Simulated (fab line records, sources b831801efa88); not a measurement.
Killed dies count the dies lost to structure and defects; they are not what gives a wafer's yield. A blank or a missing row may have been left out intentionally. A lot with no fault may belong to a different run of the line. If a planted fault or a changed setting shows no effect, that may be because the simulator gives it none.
Matching of chambers	flow sfq line	SFQ_TRILAYER_L0_VIA_BARC_OPEN_VIA_ETCH_021 on rie diel-01: 4 sister chambers
The step etches BARC in O2, target depth 125 nm, time 41.7 s. 8 wafers are shown with their chamber, then 8 later ones without.

== WAFERS PAIRED WITH THEIR CHAMBERS ==
wafer	chamber	oes product au (a.u.)	chamber pressure mTorr (mTorr)
L454.2	2	0.683	30.012
L455.6	2	0.689	29.998
L458.2	0	0.682	29.986
L458.5	1	0.684	30.047
L458.6	0	0.679	29.995
L459.1	1	0.686	30.028
L459.2	3	0.676	30.020
L459.6	3	0.691	30.015

== WAFERS WHOSE CHAMBER IS MISSING ==
wafer	oes product au (a.u.)	chamber pressure mTorr (mTorr)
L462.1	0.683	29.998
L462.3	0.682	29.993
L471.3	0.687	29.968
L471.4	0.691	29.979
L471.5	0.690	29.969
L473.1	0.680	29.994
L473.3	0.700	29.997
L473.5	0.687	29.970

== CHAMBER TAKEN BY EACH ==
wafer	from the rows above	in truth
L462.1	can't be placed: 2 or 0 or 3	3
L462.3	can't be placed: 0 or 2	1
L471.3	can't be placed: 0 or 2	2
L471.4	can't be placed: 0 or 2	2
L471.5	can't be placed: 0 or 2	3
L473.1	can't be placed: 0 or 2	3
L473.3	can't be placed: 2 or 0 or 3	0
L473.5	can't be placed: 0 or 2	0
0 of 8 placed correctly. Not placeable from these rows: 8 (in 5, the candidates include the true chamber). 0 placed wrongly.
How it was worked out, from the rows above alone: a wafer's distance from a chamber is the root of the sum, over the readings, of the square of ((its reading less the chamber's mean) divided by the reading's scatter). If the next closest chamber is less than 2 further off than the closest, the wafer can't be placed; otherwise it belongs to the closest. Each chamber's mean is taken over the wafers shown for it. The scatter: the root of (the sum of the squares of (reading less its chamber's mean) over the shown wafers, divided by (wafers less chambers)).
